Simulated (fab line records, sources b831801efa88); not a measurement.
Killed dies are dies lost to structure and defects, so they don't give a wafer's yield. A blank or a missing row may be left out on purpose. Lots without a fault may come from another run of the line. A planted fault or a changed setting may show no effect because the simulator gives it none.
One fault seen from 2 desks | flow sky130 | each desk has only its own numbers; what lay behind them comes last

THE METROLOGY DESK
What the gauges read, lot by lot, whatever tool the lot ran on: means of the sampled wafers that have a number. A lot is out of limits, marked OUT, if its mean lies more than 4 standard deviations from the usual mean; the brackets give that distance.
Columns: A = cd_nm at SKY_METAL2_CD_MEAS_15, usual 140.7 nm; B = cd_nm at SKY_VIA2_CD_MEAS_12, usual 199.7 nm
lot  | first seen here | A     | B
L550 | day 36 11:49    | 139.7 | 199.3
L552 | day 36 18:25    | 137.9 | 199.1
L554 | day 37 14:07    | 138.6 | 198.2
L556 | day 38 00:43    | 141.0 | 201.6
L557 | day 38 01:05    | 141.4 | 198.6
L560 | day 39 01:31    | 140.0 | 199.6
L561 | day 39 04:59    | 141.8 | 199.4
L563 | day 39 21:04    | 143.5 | 198.7
L564 | day 39 23:04    | 140.3 | 200.3
L572 | day 42 00:52    | 141.0 | 197.0
L571 | day 42 05:34    | 141.0 | 200.5
This desk's finding: nothing out of limits on any of the 11 lots.

THE TOOL OWNER'S DESK: pvd_sputter-01
The tool's own readings at SKY_METAL3_SPUTTER_02 (material AlCu, target thk 735 nm, time 39.1 s): means of the sampled wafers that have a number, for each lot that ran on this tool. A lot is out of limits, marked OUT, if its mean lies more than 4 standard deviations from the usual mean; the brackets give that distance.
Columns: A = chamber_pressure_pa at SKY_METAL3_SPUTTER_02, usual 0.4001 Pa; B = throttle_valve_pct at SKY_METAL3_SPUTTER_02, usual 30.0 %
lot  | first seen here | A                | B
L552 | day 38 00:32    | 0.3998           | 29.8
L554 | day 38 18:32    | 0.4007           | 30.5
L557 | day 39 05:07    | 0.3998           | 29.5
L561 | day 40 09:08    | 0.4005           | 30.1
L563 | day 41 01:29    | 0.4002           | 29.0
L564 | day 41 02:43    | 0.3998           | 30.4
L572 | day 43 03:55    | 0.3659 (-42) OUT | 31.9
L571 | day 43 08:15    | 0.3668 (-41) OUT | 31.7
This desk's finding: out of limits on L571, L572; first on L572, day 43 03:55 (chamber_pressure_pa at SKY_METAL3_SPUTTER_02). In limits: L552, L554, L557, L561, L563, L564.

PUT TOGETHER
The tool owner's desk could have raised an alarm at day 43 03:55, on L571, L572.
The metrology desk saw nothing out of limits.
The metrology desk has L571, L572 on record, within its limits.
Of the lots named, all ran SKY_METAL3_SPUTTER_02 on pvd_sputter-01.

WHAT THE SIMULATOR HAD PUT IN
Process parameter drift: pvd_sputter-01, from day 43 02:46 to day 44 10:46, at SKY_METAL3_SPUTTER_02. Setting chamber_pressure_pa, moved by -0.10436, from 0.4. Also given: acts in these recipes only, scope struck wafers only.
Lots struck among those shown: L571, L572.
Hours from the fault's start to each desk's first reading out of limits: the tool owner's desk, 1.
